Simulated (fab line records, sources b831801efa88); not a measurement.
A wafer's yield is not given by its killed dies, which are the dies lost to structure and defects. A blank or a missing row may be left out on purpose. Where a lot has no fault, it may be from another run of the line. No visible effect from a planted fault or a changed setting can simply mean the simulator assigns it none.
A struck lot beside a sound one    flow gf180mcu    14 out of 602 route steps
Sound: the wafers L389.2, L389.3, L389.5. Wafers L395.1, L395.2, L395.6 were the ones struck. Last of all comes the cause.
For every step that has rows: the tool of each side, followed by ch and its chambers, followed by its first start. Under that, the readings that differ: sound wafers    struck wafers    difference of the means    sigmas: that difference in standard deviations of wafers without a fault.
alike: a reading whose means differ by less than 2 such deviations, as well as words and numbers matching on both sides. not compared: withheld readings; readings where some wafer has no value; bounds like >300 that might hide an equal value; numbers whose values overlap and for which the record gives no deviation.
The two part at a step that has a row with sigmas, a row that says differs or no value, or rows on one side only. Numbers that have no deviation but don't overlap get no sigmas and don't part them. A reading missing from all wafers of one side parts the sides only when that side holds two or more wafers.

first, 1 step without rows for these wafers: GF_HV_LDD_CLEAN_51 (cleans in SC1/SC2, time 150 s).
GF_HV_LDD_RTA_52: time 10 s.
  sound on rtp-anneal-02 ch 0, day 16 23:46; struck on rtp-anneal-02 ch 0, day 19 03:02
  alike: lamp-power-pct, wafer_temp_C_max
GF_HV_LDD_RS_MEAS_53: measures by four-point-probe.
  struck on film-metro-02, day 19 03:06; sound on film-metro-02, day 16 23:51
  alike: HV_LDD_RS
then, 1 step without rows for these wafers: GF_HV_LDD_CVD_54 (deposits SiO2 from TEOS, target thk 10 nm, time 75 s).
GF_HV_LDD_THK_MEAS_55:
  struck on film-metro-04, day 19 04:45; sound on film-metro-04, day 17 00:59
  alike: HV_LDD_CVD_54_THK
then, 1 step without rows for these wafers: GF_HV_LDD_CVD_56 (deposits Si3N4 from DCS/NH3, target thk 90 nm, time 1543 s).
GF_HV_LDD_THK_MEAS_57:
  struck on film-metro-02, day 19 06:14; sound on film-metro-02, day 17 02:32
  alike: HV_LDD_CVD_56_THK
GF_HV_LDD_ETCHBACK_58: etches Si3N4 in CH3F/O2, stops on SiO2, time 100 s, target depth 90 nm.
  sound on rie-diel-02 ch 1,2, day 17 02:35; struck on rie-diel-01 ch 0,1,3, day 19 06:18
  alike: drypump-motor-current-A, oes-product-au, throttle-valve-pct
  not compared: rf-hours-counter-h
then, 4 steps without rows for these wafers: GF_NSD_DEHYDRATE_00 (time 60 s); GF_NSD_HMDS_01 (prime time 60 s); GF_NSD_COAT_02 (resist thk 1000 nm); GF_NSD_SOFTBAKE_03 (time 60 s).
GF_NSD_EXPOSE_04: exposes mask Nplus, target cd 400 nm.
  struck on iline-stepper-02, day 19 18:59; sound on iline-stepper-02 ch 0, day 17 13:55
  no value came back on the struck wafers for exposure-dose-mJ-cm2, focus-offset-nm (nm); on the sound wafers exposure-dose-mJ-cm2 reads 139.86 139.67 139.79
  alike: mask
after that, 1 step had no rows for these wafers: GF_NSD_PEB_05.

== WHERE THEY PART ==
GF_NSD_EXPOSE_04 only, going by this record.

WHY: the cause the simulator had injected
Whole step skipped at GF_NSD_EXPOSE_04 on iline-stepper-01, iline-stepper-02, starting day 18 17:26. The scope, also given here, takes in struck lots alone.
